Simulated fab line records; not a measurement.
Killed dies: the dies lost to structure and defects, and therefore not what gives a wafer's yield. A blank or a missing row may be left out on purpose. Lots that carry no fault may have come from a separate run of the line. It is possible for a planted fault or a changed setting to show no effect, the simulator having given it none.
Which tool was responsible? ; flow sky130 ; 39 wafers from 13 lots sampled at 5 of the route's 708 steps

== WHAT THE GAUGES READ, wafer by wafer ==
SKY_VT_ADJUST_HVTP_TW_MEAS_11. Usual: VT_ADJUST_HVTP_TW gives 1355 (standard deviation 7.8).
lot;measured;on;VT_ADJUST_HVTP_TW;flag
L859;day 6 00:49;film_metro-04;1351 1352 1352;
L861;day 6 13:15;film_metro-01;1362 1351 1345;
L862;day 6 23:35;film_metro-01;1348 1349 1348;
L864;day 7 14:25;film_metro-04;1361 1351 1351;
L866;day 8 01:48;film_metro-03;1361 1363 1366;
L870;day 9 00:10;film_metro-03;1368 1359 1366;
L871;day 9 07:51;film_metro-04;1359 1358 1356;
L872;day 9 15:16;film_metro-04;1356 1356 1357;
L874;day 10 00:10;film_metro-04;1348 1340 1355;
L876;day 10 16:17;film_metro-04;1363 1352 1352;
L879;day 11 10:12;film_metro-04;1352 1356 1348;
L880;day 11 14:58;film_metro-04;1351 1347 1353;
L882;day 12 07:04;film_metro-04;1356 1360 1361;

SKY_VT_ADJUST_LVTN_OVL_MEAS_07. Usual: VT_ADJUST_LVTN_OVL gives 0.0 nm (standard deviation 1.4).
lot;measured;on;VT_ADJUST_LVTN_OVL (nm);flag
L859;day 6 19:02;overlay-01;0.4 0.6 0.2;
L861;day 7 08:05;overlay-01;-2.0 -1.9 -1.7;
L862;day 7 19:38;overlay-02;1.5 1.1 -0.1;
L864;day 8 11:25;overlay-02;0.8 -0.8 0.4;
L866;day 8 22:47;overlay-02;-1.4 -1.0 0.2;
L870;day 9 21:32;overlay-01;-1.2 -0.4 -1.1;
L871;day 10 05:34;overlay-02;1.6 1.2 0.7;
L872;day 10 12:40;overlay-02;-0.3 1.6 0.7;
L874;day 10 21:37;overlay-01;-1.2 0.5 0.4;
L876;day 11 15:20;overlay-01;0.6 2.8 -1.4;
L879;day 12 09:46;overlay-02;-0.8 0.2 -1.3;
L880;day 12 14:43;overlay-02;2.2 0.0 2.2;
L882;day 13 06:34;overlay-02;0.4 0.4 -0.2;

SKY_GATE_OXIDE_TW_MEAS_14. Usual: GATE_OXIDE_TW gives 222.3 (standard deviation 1.3).
lot;measured;on;GATE_OXIDE_TW;flag
L859;day 13 11:47;film_metro-01;220.8 221.6 221.8;
L861;day 14 08:17;film_metro-04;224.6 222.1 224.2;
L862;day 15 22:34;film_metro-02;221.4 221.3 222.2;
L864;day 15 22:37;film_metro-04;224.9 224.0 224.8;
L866;day 16 08:25;film_metro-04;223.7 222.9 223.5;
L870;day 17 18:58;film_metro-04;271.8 273.6 274.8;OFF
L871;day 18 02:29;film_metro-01;220.9 220.5 220.8;
L872;day 18 12:40;film_metro-01;270.7 271.5 271.8;OFF
L874;day 18 23:10;film_metro-01;221.4 222.3 220.7;
L876;day 19 16:53;film_metro-01;271.4 272.1 271.5;OFF
L879;day 20 14:38;film_metro-02;221.3 221.1 222.6;
L880;day 20 19:10;film_metro-04;223.4 221.5 223.5;
L882;day 21 16:54;film_metro-04;222.6 223.7 223.6;

SKY_POLY_GATE_THK_MEAS_04. Usual: POLY_GATE_CVD_03_THK gives 75.5 nm (standard deviation 0.61).
lot;measured;on;POLY_GATE_CVD_03_THK (nm);flag
L859;day 14 23:07;film_metro-01;75.4 75.3 75.6;
L861;day 15 16:06;film_metro-01;74.5 74.8 74.7;
L862;day 17 18:46;film_metro-01;76.7 76.2 76.3;
L864;day 17 14:02;film_metro-04;75.2 75.8 75.7;
L866;day 18 00:47;film_metro-03;75.3 75.4 75.6;
L870;day 19 06:56;film_metro-04;75.7 75.6 74.9;
L871;day 19 15:39;film_metro-04;76.1 75.4 75.4;
L872;day 20 01:26;film_metro-03;75.3 76.1 75.9;
L874;day 20 10:38;film_metro-04;75.1 75.0 76.1;
L876;day 21 01:01;film_metro-03;76.3 76.0 76.6;
L879;day 22 01:31;film_metro-03;75.4 75.4 75.6;
L880;day 22 06:38;film_metro-04;76.1 76.0 76.0;
L882;day 23 03:05;film_metro-03;74.5 75.0 74.7;

== WHAT TOOL EACH LOT RAN ON (gives the tool, then ch and the chambers of the sampled wafers, and finally the start) ==
lot;SKY_GATE_OXIDE_IMPLANT_11
L859;implanter-04 ch 0, day 13 11:19
L861;implanter-01 ch 0, day 14 07:58
L862;implanter-04 ch 0, day 15 22:13
L864;implanter-01 ch 0, day 15 22:16
L866;implanter-03 ch 0, day 16 08:06
L870;implanter-03 ch 0, day 17 18:12
L871;implanter-01 ch 0, day 18 02:10
L872;implanter-04 ch 0, day 18 11:50
L874;implanter-01 ch 0, day 18 22:50
L876;implanter-01 ch 0, day 19 16:08
L879;implanter-01 ch 0, day 20 14:18
L880;implanter-01 ch 0, day 20 18:48
L882;implanter-03 ch 0, day 21 16:33
- SKY_GATE_OXIDE_IMPLANT_11

== WHAT THE TOOLS THEMSELVES READ (means of the sampled wafers that have a number; where no wafer has one, the mark that the record gives instead) ==
SKY_GATE_OXIDE_IMPLANT_11. Usual: beam_energy_keV at 10.001, with a standard deviation of 0.0035.
lot;tool;beam_energy_keV;flag
L859;implanter-04;9.998;
L861;implanter-01;10.005;
L862;implanter-04;10.004;
L864;implanter-01;9.998;
L866;implanter-03;9.998;
L870;implanter-03;10.002;
L871;implanter-01;10.000;
L872;implanter-04;10.000;
L874;implanter-01;10.003;
L876;implanter-01;10.002;
L879;implanter-01;9.998;
L880;implanter-01;9.999;
L882;implanter-03;9.998;

== THE ANSWER, worked out from the rows above alone ==
Rule: lot off if the mean of its wafers having a number is beyond 3 standard deviations from the usual mean. A lot without any number at a reading at which 4 lots or more have one is off too. The other lots that the step has rows for count as sound. First the gauges in route order, then the tools' own readings, where a lot's mean is used as printed above. At the first step where some lot is off, the reading lying furthest off is the one used; lots without a number count as furthest.
Off: at SKY_GATE_OXIDE_TW_MEAS_14 (GATE_OXIDE_TW), L870, L872, L876.
If a tool, at a process step before that reading, ran all the lots that are off and no sound lot after the first of them, it fits. The gauges at SKY_GATE_OXIDE_TW_MEAS_14 are tried like those tools. No candidate that was tried fits.

== WHAT THE SIMULATOR HAD INSERTED ==
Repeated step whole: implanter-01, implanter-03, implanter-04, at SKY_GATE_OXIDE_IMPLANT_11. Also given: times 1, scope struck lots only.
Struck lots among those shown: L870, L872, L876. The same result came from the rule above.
